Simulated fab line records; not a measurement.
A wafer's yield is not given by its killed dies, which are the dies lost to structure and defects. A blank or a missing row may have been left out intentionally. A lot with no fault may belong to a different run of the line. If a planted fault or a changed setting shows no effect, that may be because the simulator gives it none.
Which tool did it?	flow gf180mcu	24 lots with 72 wafers sampled at 6 steps, on a route of 602 steps

== WHAT THE GAUGES SHOWED, per wafer ==
GF_V2_BOW_MEAS_05. Usual: for V2_BOW the level is 99 um and the standard deviation is 6.9.
lot	measured	on	V2_BOW (um)	flag
L074	day 19 23:14	film_metro-04	101 95 101	
L075	day 19 23:57	film_metro-04	93 96 99	
L076	day 20 11:36	film_metro-04	107 110 119	
L077	day 20 18:44	film_metro-01	86 91 98	
L078	day 20 23:56	film_metro-01	92 91 94	
L079	day 21 02:28	film_metro-04	101 97 98	
L080	day 21 16:02	film_metro-01	104 92 100	
L081	day 21 23:01	film_metro-04	92 97 98	
L082	day 22 11:58	film_metro-04	100 87 92	
L083	day 23 06:57	film_metro-01	104 104 100	
L084	day 23 09:04	film_metro-01	105 90 104	
L085	day 23 14:26	film_metro-04	99 108 101	
L086	day 23 23:01	film_metro-02	84 91 82	
L087	day 24 08:57	film_metro-04	99 104 104	
L088	day 24 15:00	film_metro-01	106 99 101	
L089	day 24 17:39	film_metro-01	102 104 98	
L090	day 24 23:35	film_metro-04	103 101 106	
L091	day 25 10:34	film_metro-02	107 99 105	
L092	day 25 14:17	film_metro-04	111 105 103	
L093	day 26 06:20	film_metro-01	104 103 98	
L094	day 26 07:49	film_metro-02	103 92 91	
L095	day 26 15:41	film_metro-02	108 101 105	
L096	day 26 21:55	film_metro-04	96 97 112	
L097	day 27 03:59	film_metro-04	98 100 96	

GF_V4_CD_MEAS_14: target cd 260 nm. Usual: cd_nm at 260.3 nm, with a standard deviation of 1.2.
lot	measured	on	cd_nm (nm)	flag
L074	day 25 00:53	cd_sem-01	258.7 259.6 259.1	
L075	day 25 01:29	cd_sem-01	259.1 259.4 260.1	
L076	day 25 12:53	cd_sem-02	260.2 260.0 259.5	
L077	day 25 18:20	cd_sem-02	262.5 261.9 262.7	
L078	day 25 22:38	cd_sem-01	258.6 258.3 259.0	
L079	day 26 01:19	cd_sem-02	261.3 261.0 262.1	
L080	day 26 14:16	cd_sem-02	261.6 260.9 260.6	
L081	day 26 19:29	cd_sem-01	261.4 259.5 260.9	
L082	day 27 06:20	cd_sem-02	261.1 259.8 260.6	
L083	day 27 22:58	cd_sem-01	261.7 262.1 261.2	
L084	day 28 02:02	cd_sem-02	259.5 260.9 258.8	
L085	day 28 05:07	cd_sem-02	261.5 261.4 260.0	
L086	day 28 12:53	cd_sem-01	259.5 259.1 258.4	
L087	day 28 22:46	cd_sem-02	261.5 260.2 261.6	
L088	day 29 04:34	cd_sem-01	258.4 257.9 257.8	
L089	day 29 06:32	cd_sem-01	259.4 259.0 259.0	
L090	day 29 12:26	cd_sem-02	260.5 260.8 262.0	
L091	day 29 21:35	cd_sem-02	261.2 260.6 261.4	
L092	day 30 00:43	cd_sem-02	261.8 261.2 261.1	
L093	day 30 13:35	cd_sem-01	261.6 260.7 261.2	
L094	day 30 16:37	cd_sem-01	259.5 261.0 259.9	
L095	day 30 23:40	cd_sem-02	258.1 259.3 259.0	
L096	day 31 05:41	cd_sem-02	261.9 260.9 260.6	
L097	day 31 09:08	cd_sem-02	260.9 259.1 261.7	

GF_V5_CD_MEAS_14: target cd 260 nm. Usual: cd_nm at 260.5 nm, with a standard deviation of 1.3.
lot	measured	on	cd_nm (nm)	flag
L074	day 27 18:26	cd_sem-02	260.5 258.9 260.5	
L075	day 27 19:16	cd_sem-02	261.1 259.7 261.4	
L076	day 28 06:11	cd_sem-01	261.3 259.9 259.7	
L077	day 28 11:04	cd_sem-01	256.9 259.7 258.7	
L078	day 28 15:19	cd_sem-01	260.0 260.3 258.6	
L079	day 28 18:10	cd_sem-02	259.5 259.7 259.9	
L080	day 29 05:47	cd_sem-02	262.1 262.8 261.9	
L081	day 29 11:59	cd_sem-01	260.3 260.9 260.4	
L082	day 29 22:12	cd_sem-01	259.5 258.2 259.9	
L083	day 30 11:43	cd_sem-01	258.7 259.9 260.3	
L084	day 30 15:40	cd_sem-02	260.1 259.6 259.2	
L085	day 30 19:05	cd_sem-02	260.3 261.6 261.4	
L086	day 31 01:19	cd_sem-02	259.3 260.5 259.3	
L087	day 31 11:11	cd_sem-01	259.9 259.2 258.9	
L088	day 31 14:45	cd_sem-01	260.3 260.2 260.0	
L089	day 31 16:44	cd_sem-01	260.9 260.7 260.0	
L090	day 31 23:05	cd_sem-01	260.0 260.1 260.4	
L091	day 32 07:13	cd_sem-01	262.8 261.3 261.1	
L092	day 32 10:25	cd_sem-02	258.9 258.7 259.9	
L093	day 32 20:44	cd_sem-02	262.8 262.9 261.4	
L094	day 32 23:41	cd_sem-02	264.3 263.1 264.1	
L095	day 33 06:31	cd_sem-02	259.8 260.5 259.8	
L096	day 33 11:41	cd_sem-02	260.9 261.3 259.9	
L097	day 33 14:16	cd_sem-02	260.1 261.5 259.4	

GF_PASSIVATION_THK_MEAS_03. Usual: for PASSIVATION_CVD_02_THK the level is 701 nm and the standard deviation is 7.5.
lot	measured	on	PASSIVATION_CVD_02_THK (nm)	flag
L074	day 28 18:03	film_metro-01	694 705 699	
L075	day 28 18:52	film_metro-04	685 691 695	
L076	day 29 05:34	film_metro-01	693 708 698	
L077	day 29 10:20	film_metro-02	692 699 705	
L078	day 29 14:26	film_metro-02	697 708 707	
L079	day 29 16:49	film_metro-02	697 705 711	
L080	day 30 03:25	film_metro-02	696 704 703	
L081	day 30 09:54	film_metro-04	690 698 706	
L082	day 30 19:58	film_metro-02	705 709 707	
L083	day 31 08:47	film_metro-04	700 693 701	
L084	day 31 12:50	film_metro-04	699 702 715	
L085	day 31 15:28	film_metro-04	692 708 705	
L086	day 31 22:08	film_metro-02	693 707 707	
L087	day 32 07:49	film_metro-04	701 713 704	
L088	day 32 11:05	film_metro-01	696 711 706	
L089	day 32 12:31	film_metro-04	681 688 713	
L090	day 32 18:56	film_metro-02	696 690 705	
L091	day 33 02:31	film_metro-04	698 698 698	
L092	day 33 05:54	film_metro-02	699 698 701	
L093	day 33 15:12	film_metro-01	698 698 700	
L094	day 33 18:50	film_metro-04	698 702 705	
L095	day 34 01:10	film_metro-04	701 701 721	
L096	day 34 05:58	film_metro-02	704 695 710	
L097	day 34 08:05	film_metro-04	696 692 701	

== WHICH TOOL RAN EACH LOT (tool, then ch and the chambers of the sampled wafers, then the start) ==
lot	GF_M4_SPUTTER_02	GF_MIM_STRIP_20
L074	pvd_sputter-01, day 23 03:11	plasma_asher-02 ch 0,1, day 26 00:22
L075	pvd_sputter-03, day 23 03:28	plasma_asher-03 ch 0,1, day 26 00:38
L076	pvd_sputter-01, day 23 15:39	plasma_asher-01 ch 0,1, day 26 11:26
L077	pvd_sputter-03, day 23 21:25	plasma_asher-02 ch 0,1, day 26 16:44
L078	pvd_sputter-03, day 24 02:19	plasma_asher-01 ch 0,1, day 26 20:50
L079	pvd_sputter-01, day 24 04:55	plasma_asher-02 ch 0,1, day 27 00:02
L080	pvd_sputter-03, day 24 17:28	plasma_asher-03 ch 0,1, day 27 12:05
L081	pvd_sputter-04, day 25 00:02	plasma_asher-03 ch 0,1, day 27 17:44
L082	pvd_sputter-01, day 25 11:54	plasma_asher-03 ch 0,1, day 28 04:57
L083	pvd_sputter-01, day 26 05:42	plasma_asher-03 ch 0,1, day 28 20:20
L084	pvd_sputter-01, day 26 07:14	plasma_asher-02 ch 0,1, day 28 23:59
L085	pvd_sputter-01, day 26 11:19	plasma_asher-02 ch 0,1, day 29 02:41
L086	pvd_sputter-01, day 26 19:40	plasma_asher-02 ch 0,1, day 29 10:32
L087	pvd_sputter-04, day 27 04:43	plasma_asher-03 ch 0,1, day 29 20:38
L088	pvd_sputter-03, day 27 11:07	plasma_asher-02 ch 0,1, day 30 01:07
L089	pvd_sputter-04, day 27 12:48	plasma_asher-03 ch 0,1, day 30 02:50
L090	pvd_sputter-03, day 27 18:38	plasma_asher-02 ch 0,1, day 30 09:38
L091	pvd_sputter-03, day 28 04:39	plasma_asher-01 ch 0,1, day 30 18:10
L092	pvd_sputter-04, day 28 08:39	plasma_asher-03 ch 0,1, day 30 21:11
L093	pvd_sputter-04, day 28 22:32	plasma_asher-02 ch 0,1, day 31 09:14
L094	pvd_sputter-01, day 29 02:15	plasma_asher-03 ch 0,1, day 31 12:29
L095	pvd_sputter-01, day 29 09:12	plasma_asher-03 ch 0,1, day 31 19:46
L096	pvd_sputter-03, day 29 15:28	plasma_asher-02 ch 0,1, day 32 00:49
L097	pvd_sputter-01, day 29 19:35	plasma_asher-03 ch 0,1, day 32 04:20
- GF_M4_SPUTTER_02: material AlCu, target thk 450 nm, time 23.9 s.
- GF_MIM_STRIP_20: strips in O2/N2.

== AS READ BY THE TOOLS THEMSELVES (means over the sampled wafers that have a number; for cases with no such wafer, the mark the record gives instead) ==
GF_M4_SPUTTER_02. Usual: cathode_dc_power_W 10600 W, standard deviation 1.9; throttle_valve_pct 30.4 %, standard deviation 0.77.
lot	tool	cathode_dc_power_W (W)	throttle_valve_pct (%)	flag
L074	pvd_sputter-01	10601	29.9	
L075	pvd_sputter-03	10599	31.1	
L076	pvd_sputter-01	10601	29.7	
L077	pvd_sputter-03	10598	30.4	
L078	pvd_sputter-03	10602	30.9	
L079	pvd_sputter-01	10600	29.6	
L080	pvd_sputter-03	10602	31.1	
L081	pvd_sputter-04	10603	30.9	
L082	pvd_sputter-01	10601	29.5	
L083	pvd_sputter-01	10598	29.3	
L084	pvd_sputter-01	10598	29.8	
L085	pvd_sputter-01	10599	29.6	
L086	pvd_sputter-01	10599	29.9	
L087	pvd_sputter-04	10601	31.0	
L088	pvd_sputter-03	10601	30.9	
L089	pvd_sputter-04	10601	31.0	
L090	pvd_sputter-03	10601	30.5	
L091	pvd_sputter-03	10600	30.6	
L092	pvd_sputter-04	10600	31.3	
L093	pvd_sputter-04	10602	31.2	
L094	pvd_sputter-01	10600	29.6	
L095	pvd_sputter-01	10600	29.6	
L096	pvd_sputter-03	10603	30.4	
L097	pvd_sputter-01	10599	29.7	

GF_MIM_STRIP_20. Usual: drypump_motor_current_A 5.4 A, standard deviation 0.57; heater_power_w 337 W, standard deviation 21; oes_product_au 0.692 a.u., standard deviation 0.0051; strip_time_to_endpoint_s 11.21 s, standard deviation 0.048.
lot	tool	drypump_motor_current_A (A)	heater_power_w (W)	oes_product_au (a.u.)	strip_time_to_endpoint_s (s)	flag
L074	plasma_asher-02	4.8	355	0.698	11.25	
L075	plasma_asher-03	5.7	319	0.690	11.16	
L076	plasma_asher-01	5.8	357	0.689	11.24	
L077	plasma_asher-02	5.0	353	0.693	11.21	
L078	plasma_asher-01	5.8	354	0.692	11.22	
L079	plasma_asher-02	4.8	349	0.691	11.19	
L080	plasma_asher-03	6.0	313	0.690	11.23	
L081	plasma_asher-03	6.0	315	0.691	11.19	
L082	plasma_asher-03	5.7	321	0.700	11.26	
L083	plasma_asher-03	5.7	322	0.693	11.25	
L084	plasma_asher-02	5.0	351	0.692	11.25	
L085	plasma_asher-02	5.0	352	0.693	11.26	
L086	plasma_asher-02	4.9	356	0.696	11.28	
L087	plasma_asher-03	6.0	316	0.690	11.23	
L088	plasma_asher-02	4.9	348	0.687	11.14	
L089	plasma_asher-03	6.0	323	0.692	11.25	
L090	plasma_asher-02	4.8	353	0.689	11.21	
L091	plasma_asher-01	5.4	366	0.695	11.21	
L092	plasma_asher-03	5.7	319	0.686	11.18	
L093	plasma_asher-02	4.8	347	0.692	11.26	
L094	plasma_asher-03	5.7	320	0.692	11.19	
L095	plasma_asher-03	5.7	327	0.690	11.11	
L096	plasma_asher-02	4.9	350	0.691	11.17	
L097	plasma_asher-03	5.7	322	0.689	11.19	

== THE ANSWER, worked out from the rows above alone ==
Rule: a lot is off if the mean of its wafers that have a number lies more than 3 standard deviations from the usual mean. A lot without any number at a reading at which 4 lots or more have one is off too. All remaining lots with rows at the step are treated as sound. After the gauges, taken in route order, come the tools' own readings; for these a lot's mean is taken, as printed above. The first step at which some lot is off is used, and at that step the reading that is off furthest; a lot without a number counts as furthest.
None of the lots is off at any reading shown; this tells nothing.

== WHAT THE SIMULATOR HAD PUT IN ==
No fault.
